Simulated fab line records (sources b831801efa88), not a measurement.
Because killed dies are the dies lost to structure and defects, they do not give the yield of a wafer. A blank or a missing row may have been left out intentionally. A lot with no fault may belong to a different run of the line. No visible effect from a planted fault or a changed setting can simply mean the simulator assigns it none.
fab line records + flow sky130
record:
- lots: 12
- wafers: 36
- last_day: 50
route steps=708 shown METAL3@567 VIA4@639 METAL5@675
lots untouched by any fault: they come from a run of this same line in which no faults occurred
start_h: hours from the record's first day to the start of the lot's first wafer shown + wait_h: hours from the lot's prior step to this one + " the same as in the row above + L1.1+2: a single row standing in for several wafers + - value missing, or start not given + * or withheld: withheld + < > ~ a bound
route shown NAME@n: a module of which the file shows steps, and the number in the route of the first + usual: the fault-free wafers' mean and standard deviation + same: alike in all rows + chamber/n: place in a boat + sites: readings site by site + _std_site: the standard deviation of these + _edge_site: the outer-site mean with the inner-site mean subtracted + radius_mm: for every site, how far away it sits from the centre of the wafer + mask NAME#n: copy n + behind: the most recent tool/chamber to have shaped the wafer + hold: cause of the lot's hold/its duration in hours/its outcome + device: transistor that didn't switch, given as n, p or np + end of line: the route-end tests of the same wafers + a step without rows: its recipe alone + killed: dies that structure and defects cost at the first sort, which is not the same as the wafer's yield + map: per-die view of a wafer (x killed, . not killed, _ where there is no die)
set.NAME: the setting as run; set.NAME@STEP: as run at that earlier step + model.NAME: the simulator's own value behind a step, which no gauge read
a sample of lots followed through the steps of the route, with each step as a table and each wafer as a row
services: when a tool's chamber went out of use (start_h, in hours from the record's first day, below 0 if earlier), for how many hours, and the reason
== steps ==
step: SKY_METAL3_ETCH_17
recipe:
- target: SiO2
- stop_on: TiN
- chemistry: C4F8/O2/Ar
- source_w: 1500
- bias_w: 1200
- pressure_mtorr: 40
- c4f8_flow_sccm: withheld
- O2_flow_sccm: 6
- Ar_flow_sccm: 300
- time_s: 3.9
- target_depth_a: 150
usual:
- oes_product_au: 0.754/0.0069
| lot.wafer | tool        | chamber | start_h | wait_h | oes_product_au |
|-----------|-------------|---------|---------|--------|----------------|
| L746.2    | rie_diel-02 | 2       | 892.58  | 0.1    | 0.752          |
| L746.3    | "           | 3       | "       | "      | 0.745          |
| L746.4    | "           | 0       | "       | "      | 0.765          |
| L747.3    | rie_diel-03 | 2       | 901.45  | 0.0    | 0.757          |
| L747.4    | "           | 3       | "       | "      | 0.757          |
| L747.5    | "           | 0       | "       | "      | 0.759          |
| L750.1    | rie_diel-02 | 2       | 921.43  | 0.1    | 0.760          |
| L750.2    | "           | 0       | "       | "      | 0.755          |
| L750.3    | "           | 3       | "       | "      | 0.760          |
| L751.2    | rie_diel-02 | 1       | 963.00  | 0.1    | 0.739          |
| L751.5    | "           | 3       | "       | "      | 0.761          |
| L751.6    | "           | 2       | "       | "      | 0.766          |
| L756.1    | rie_diel-04 | 1       | 968.50  | 0.1    | 0.764          |
| L756.3    | "           | 3       | "       | "      | 0.751          |
| L756.6    | "           | 3       | "       | "      | 0.754          |
| L755.1    | rie_diel-03 | 3       | 973.86  | 0.1    | 0.757          |
| L755.3    | "           | 1       | "       | "      | 0.757          |
| L755.6    | "           | 3       | "       | "      | 0.765          |
| L758.1    | rie_diel-04 | 3       | 985.05  | 0.1    | 0.753          |
| L758.2    | "           | 0       | "       | "      | 0.754          |
| L758.6    | "           | 2       | "       | "      | 0.759          |
| L757.4    | rie_diel-02 | 3       | 990.81  | 0.0    | 0.759          |
| L757.5    | "           | 0       | "       | "      | 0.757          |
| L757.6    | "           | 3       | "       | "      | 0.757          |
| L763.1    | rie_diel-04 | 1       | 1040.15 | 0.1    | 0.755          |
| L763.3    | "           | 3       | "       | "      | 0.743          |
| L763.5    | "           | 3       | "       | "      | 0.762          |
| L767.3    | rie_diel-03 | 0       | 1061.11 | 0.0    | 0.756          |
| L767.4    | "           | 1       | "       | "      | 0.759          |
| L767.5    | "           | 3       | "       | "      | 0.759          |
| L768.1    | rie_diel-02 | 2       | 1061.90 | 0.1    | 0.766          |
| L768.3    | "           | 1       | "       | "      | 0.750          |
| L768.5    | "           | 0       | "       | "      | 0.751          |
| L769.1    | rie_diel-02 | 0       | 1076.89 | 0.1    | 0.743          |
| L769.2    | "           | 3       | "       | "      | 0.741          |
| L769.3    | "           | 1       | "       | "      | 0.748          |
step: SKY_VIA4_HDPCVD_00
recipe:
- material: SiO2
- target_thk_nm: 1750
- sigma_open_frac: 0.3
- time_s: 291.7
- temp_c: 400
- sih4_flow_sccm: 60
- pressure_mtorr: 6
| lot.wafer  | tool      | chamber | start_h | wait_h |
|------------|-----------|---------|---------|--------|
| L746.2+3+4 | hdpcvd-02 | 2,0,1   | 970.24  | 0.0    |
| L747.3+4+5 | hdpcvd-02 | 2,0,1   | 976.64  | 0.0    |
| L750.1+2+3 | hdpcvd-01 | 1,2,0   | 998.07  | 0.0    |
| L751.2+5+6 | hdpcvd-01 | 0,0,1   | 1038.48 | 0.0    |
| L756.1+3+6 | hdpcvd-01 | 2,1,2   | 1041.74 | 0.0    |
| L755.1+3+6 | hdpcvd-02 | 1,0,0   | 1045.42 | 0.0    |
| L758.1+2+6 | hdpcvd-01 | 1,0,0   | 1057.47 | 0.0    |
| L757.4+5+6 | hdpcvd-01 | 0,2,1   | 1063.85 | 0.1    |
| L763.1+3+5 | hdpcvd-02 | 1,0,2   | 1107.94 | 0.0    |
| L767.3+4+5 | hdpcvd-02 | 0,2,0   | 1126.84 | 0.0    |
| L768.1+3+5 | hdpcvd-02 | 0,2,1   | 1128.71 | 0.0    |
| L769.1+2+3 | hdpcvd-01 | 1,2,0   | 1140.35 | 0.0    |
step: SKY_VIA4_THK_MEAS_01
recipe:
- reads: SiO2_of_VIA4_HDPCVD_00
usual:
- VIA4_HDPCVD_THK: 1751/19
| lot.wafer | tool          | chamber | start_h | wait_h | VIA4_HDPCVD_THK[nm] |
|-----------|---------------|---------|---------|--------|---------------------|
| L746.2    | film_metro-03 | -       | 970.43  | 0.1    | 1757                |
| L746.3    | "             | -       | "       | "      | 1777                |
| L746.4    | "             | -       | "       | "      | 1732                |
| L747.3    | film_metro-01 | -       | 976.84  | 0.1    | 1727                |
| L747.4    | "             | -       | "       | "      | 1727                |
| L747.5    | "             | -       | "       | "      | 1718                |
| L750.1    | film_metro-01 | -       | 998.25  | 0.1    | 1775                |
| L750.2    | "             | -       | "       | "      | 1756                |
| L750.3    | "             | -       | "       | "      | 1764                |
| L751.2    | film_metro-04 | -       | 1038.69 | 0.1    | 1757                |
| L751.5    | "             | -       | "       | "      | 1749                |
| L751.6    | "             | -       | "       | "      | 1751                |
| L756.1    | film_metro-01 | -       | 1041.92 | 0.1    | 1378                |
| L756.3    | "             | -       | "       | "      | 1381                |
| L756.6    | "             | -       | "       | "      | 1400                |
| L755.1    | film_metro-01 | -       | 1045.60 | 0.1    | 1713                |
| L755.3    | "             | -       | "       | "      | 1754                |
| L755.6    | "             | -       | "       | "      | 1731                |
| L758.1    | film_metro-01 | -       | 1057.65 | 0.1    | 1382                |
| L758.2    | "             | -       | "       | "      | 1390                |
| L758.6    | "             | -       | "       | "      | 1391                |
| L757.4    | film_metro-01 | -       | 1063.97 | 0.0    | 1383                |
| L757.5    | "             | -       | "       | "      | 1385                |
| L757.6    | "             | -       | "       | "      | 1422                |
| L763.1    | film_metro-04 | -       | 1108.12 | 0.1    | 1717                |
| L763.3    | "             | -       | "       | "      | 1749                |
| L763.5    | "             | -       | "       | "      | 1731                |
| L767.3    | film_metro-01 | -       | 1127.04 | 0.1    | 1756                |
| L767.4    | "             | -       | "       | "      | 1750                |
| L767.5    | "             | -       | "       | "      | 1758                |
| L768.1    | film_metro-04 | -       | 1128.89 | 0.1    | 1737                |
| L768.3    | "             | -       | "       | "      | 1749                |
| L768.5    | "             | -       | "       | "      | 1768                |
| L769.1    | film_metro-04 | -       | 1140.53 | 0.1    | 1776                |
| L769.2    | "             | -       | "       | "      | 1760                |
| L769.3    | "             | -       | "       | "      | 1764                |
step: SKY_VIA4_SPUTTER_17
recipe:
- material: TiN
- target_thk_nm: 20
- chamber_pressure_pa: 5
- power_w: 4000
- time_s: 80
usual:
- throttle_valve_pct: 29.7/0.99
| lot.wafer | tool           | chamber | start_h | wait_h | throttle_valve_pct |
|-----------|----------------|---------|---------|--------|--------------------|
| L746.2    | pvd_sputter-03 | -       | 995.40  | 0.0    | 27.8               |
| L746.3    | "              | -       | "       | "      | 29.6               |
| L746.4    | "              | -       | "       | "      | 32.1               |
| L747.3    | pvd_sputter-03 | -       | 999.38  | 0.0    | 31.7               |
| L747.4    | "              | -       | "       | "      | 27.7               |
| L747.5    | "              | -       | "       | "      | 29.4               |
| L750.1    | pvd_sputter-02 | -       | 1020.80 | 0.0    | 29.3               |
| L750.2    | "              | -       | "       | "      | 29.4               |
| L750.3    | "              | -       | "       | "      | 29.3               |
| L751.2    | pvd_sputter-02 | -       | 1061.21 | 0.0    | 29.0               |
| L751.5    | "              | -       | "       | "      | 29.0               |
| L751.6    | "              | -       | "       | "      | 29.2               |
| L756.1    | pvd_sputter-02 | -       | 1064.80 | 0.0    | 29.5               |
| L756.3    | "              | -       | "       | "      | 29.3               |
| L756.6    | "              | -       | "       | "      | 29.2               |
| L755.1    | pvd_sputter-03 | -       | 1068.68 | 0.0    | 27.8               |
| L755.3    | "              | -       | "       | "      | 32.1               |
| L755.6    | "              | -       | "       | "      | 30.0               |
| L758.1    | pvd_sputter-03 | -       | 1079.64 | 0.0    | 32.3               |
| L758.2    | "              | -       | "       | "      | 27.8               |
| L758.6    | "              | -       | "       | "      | 27.7               |
| L757.4    | pvd_sputter-01 | -       | 1085.81 | 0.0    | 29.4               |
| L757.5    | "              | -       | "       | "      | 29.2               |
| L757.6    | "              | -       | "       | "      | 30.5               |
| L763.1    | pvd_sputter-02 | -       | 1129.01 | 0.0    | 28.9               |
| L763.3    | "              | -       | "       | "      | 29.5               |
| L763.5    | "              | -       | "       | "      | 30.2               |
| L767.3    | pvd_sputter-03 | -       | 1146.83 | 0.0    | 29.5               |
| L767.4    | "              | -       | "       | "      | 28.0               |
| L767.5    | "              | -       | "       | "      | 31.7               |
| L768.1    | pvd_sputter-02 | -       | 1148.83 | 0.0    | 29.3               |
| L768.3    | "              | -       | "       | "      | 29.3               |
| L768.5    | "              | -       | "       | "      | 29.3               |
| L769.1    | pvd_sputter-03 | -       | 1158.99 | 0.0    | 32.3               |
| L769.2    | "              | -       | "       | "      | 29.5               |
| L769.3    | "              | -       | "       | "      | 28.0               |
step: SKY_METAL5_DESCUM_14
recipe:
- chemistry: O2
- source_power_w: 150
- bias_power_w: 0
- pressure_mtorr: 10
- temp_c: 40
- time_s: 11
usual:
- drypump_motor_current_A: 5.4/0.39
- oes_product_au: 1.000/0.0083
| lot.wafer | tool         | chamber | start_h | wait_h | drypump_motor_current_A | oes_product_au | rf_hours_counter_h |
|-----------|--------------|---------|---------|--------|-------------------------|----------------|--------------------|
| L746.2    | rie_metal-04 | 0       | 1018.41 | 0.1    | 5.7                     | 1.007          | 14                 |
| L746.3    | "            | 1       | "       | "      | 6.0                     | 1.000          | -                  |
| L746.4    | "            | 0       | "       | "      | 5.7                     | 1.000          | -                  |
| L747.3    | rie_metal-04 | 0       | 1022.36 | 0.1    | 5.7                     | 1.000          | -                  |
| L747.4    | "            | 1       | "       | "      | 6.0                     | 1.008          | -                  |
| L747.5    | "            | 1       | "       | "      | 6.0                     | 1.008          | -                  |
| L750.1    | rie_metal-02 | 0       | 1043.58 | 0.1    | 4.9                     | 1.004          | 12                 |
| L750.2    | "            | 1       | "       | "      | 5.1                     | 1.000          | 11                 |
| L750.3    | "            | 0       | "       | "      | 4.9                     | 1.006          | -                  |
| L751.2    | rie_metal-01 | 0       | 1082.25 | 0.1    | 5.3                     | 1.010          | 19                 |
| L751.5    | "            | 1       | "       | "      | 5.7                     | 1.005          | -                  |
| L751.6    | "            | 0       | "       | "      | 5.3                     | 1.015          | -                  |
| L756.1    | rie_metal-02 | 0       | 1086.95 | 0.1    | 4.9                     | 0.988          | 15                 |
| L756.3    | "            | 1       | "       | "      | 5.1                     | 1.002          | -                  |
| L756.6    | "            | 0       | "       | "      | 4.9                     | 0.983          | -                  |
| L755.1    | rie_metal-01 | 0       | 1088.96 | 0.1    | 5.3                     | 1.011          | 20                 |
| L755.3    | "            | 1       | "       | "      | 5.7                     | 0.992          | -                  |
| L755.6    | "            | 1       | "       | "      | 5.7                     | 0.998          | -                  |
| L758.1    | rie_metal-04 | 0       | 1100.28 | 0.1    | 5.7                     | 0.987          | 19                 |
| L758.2    | "            | 1       | "       | "      | 6.0                     | 1.007          | 14                 |
| L758.6    | "            | 0       | "       | "      | 5.7                     | 0.994          | -                  |
| L757.4    | rie_metal-02 | 1       | 1107.04 | 0.1    | 5.1                     | 0.998          | -                  |
| L757.5    | "            | 1       | "       | "      | 5.1                     | 1.002          | -                  |
| L757.6    | "            | 0       | "       | "      | 4.9                     | 0.995          | -                  |
| L763.1    | rie_metal-01 | 0       | 1148.81 | 0.1    | 5.3                     | 1.012          | 24                 |
| L763.3    | "            | 1       | "       | "      | 5.7                     | 0.987          | -                  |
| L763.5    | "            | 1       | "       | "      | 5.7                     | 0.990          | -                  |
| L767.3    | rie_metal-01 | 0       | 1165.47 | 0.1    | 5.3                     | 1.012          | -                  |
| L767.4    | "            | 1       | "       | "      | 5.7                     | 0.996          | -                  |
| L767.5    | "            | 0       | "       | "      | 5.3                     | 1.004          | -                  |
| L768.1    | rie_metal-01 | 0       | 1167.03 | 0.1    | 5.3                     | 1.005          | 26                 |
| L768.3    | "            | 1       | "       | "      | 5.7                     | 0.986          | -                  |
| L768.5    | "            | 1       | "       | "      | 5.7                     | 1.002          | -                  |
| L769.1    | rie_metal-04 | 0       | 1177.16 | 0.1    | 5.7                     | 0.999          | 25                 |
| L769.2    | "            | 1       | "       | "      | 6.0                     | 1.018          | 20                 |
| L769.3    | "            | 1       | "       | "      | 6.0                     | 1.012          | -                  |
== services ==
| tool           | chamber | start_h | hours | kind   |
|----------------|---------|---------|-------|--------|
| rie_diel-03    | 2       | 869.44  | 5.7   | repair |
| hdpcvd-02      | -       | 877.24  | 14.6  | pm     |
| rie_diel-02    | 1       | 889.03  | 1.4   | repair |
| rie_diel-02    | 0       | 899.46  | 7.1   | repair |
| rie_metal-01   | -       | 934.53  | 28.1  | pm     |
| hdpcvd-02      | -       | 950.25  | 15.0  | pm     |
| pvd_sputter-02 | -       | 952.47  | 1.6   | repair |
| rie_diel-02    | 3       | 952.51  | 1.4   | repair |
| rie_metal-04   | -       | 967.80  | 1.4   | repair |
| pvd_sputter-03 | -       | 969.74  | 1.6   | repair |
| rie_metal-01   | -       | 993.61  | 0.2   | repair |
| hdpcvd-02      | 0       | 996.25  | 3.5   | repair |
| rie_diel-02    | 2       | 999.43  | 5.8   | repair |
| rie_diel-02    | -       | 1003.64 | 0.3   | repair |
| rie_metal-01   | -       | 1003.69 | 1.4   | pm     |
| pvd_sputter-03 | -       | 1025.82 | 4.5   | repair |
| hdpcvd-02      | 0       | 1056.05 | 8.6   | repair |
| rie_metal-01   | -       | 1062.38 | 15.6  | pm     |
| hdpcvd-02      | 2       | 1069.10 | 3.5   | repair |
| hdpcvd-01      | -       | 1084.11 | 5.5   | pm     |
| hdpcvd-01      | 2       | 1090.40 | 1.9   | repair |
| pvd_sputter-02 | -       | 1093.91 | 1.5   | repair |
| rie_metal-04   | -       | 1137.39 | 0.4   | repair |
| hdpcvd-01      | 1       | 1163.13 | 9.8   | repair |
== key ==
first_sign:
- step: SKY_VIA4_THK_MEAS_01
- reading: VIA4_HDPCVD_THK
- direction: down
- sigmas: 19
- usual: 1751
- struck: 1390
effect none on later readings
met_at SKY_VIA4_HDPCVD_00
struck_lots L756,L757,L758
not_acting_at SKY_METAL3_ETCH_17,SKY_VIA4_SPUTTER_17,SKY_METAL5_DESCUM_14
onset_between 1038.48 1041.74
fault:
- kind: process_parameter_drift
- tool: hdpcvd-01
- chamber: -
- onset_h: 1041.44
- steps: SKY_VIA4_HDPCVD_00
- channel: target_thk_nm
- offset: -376.56
- shape: step
- end_h: 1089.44
- acts_in: these_recipes_only
- stated: 1750
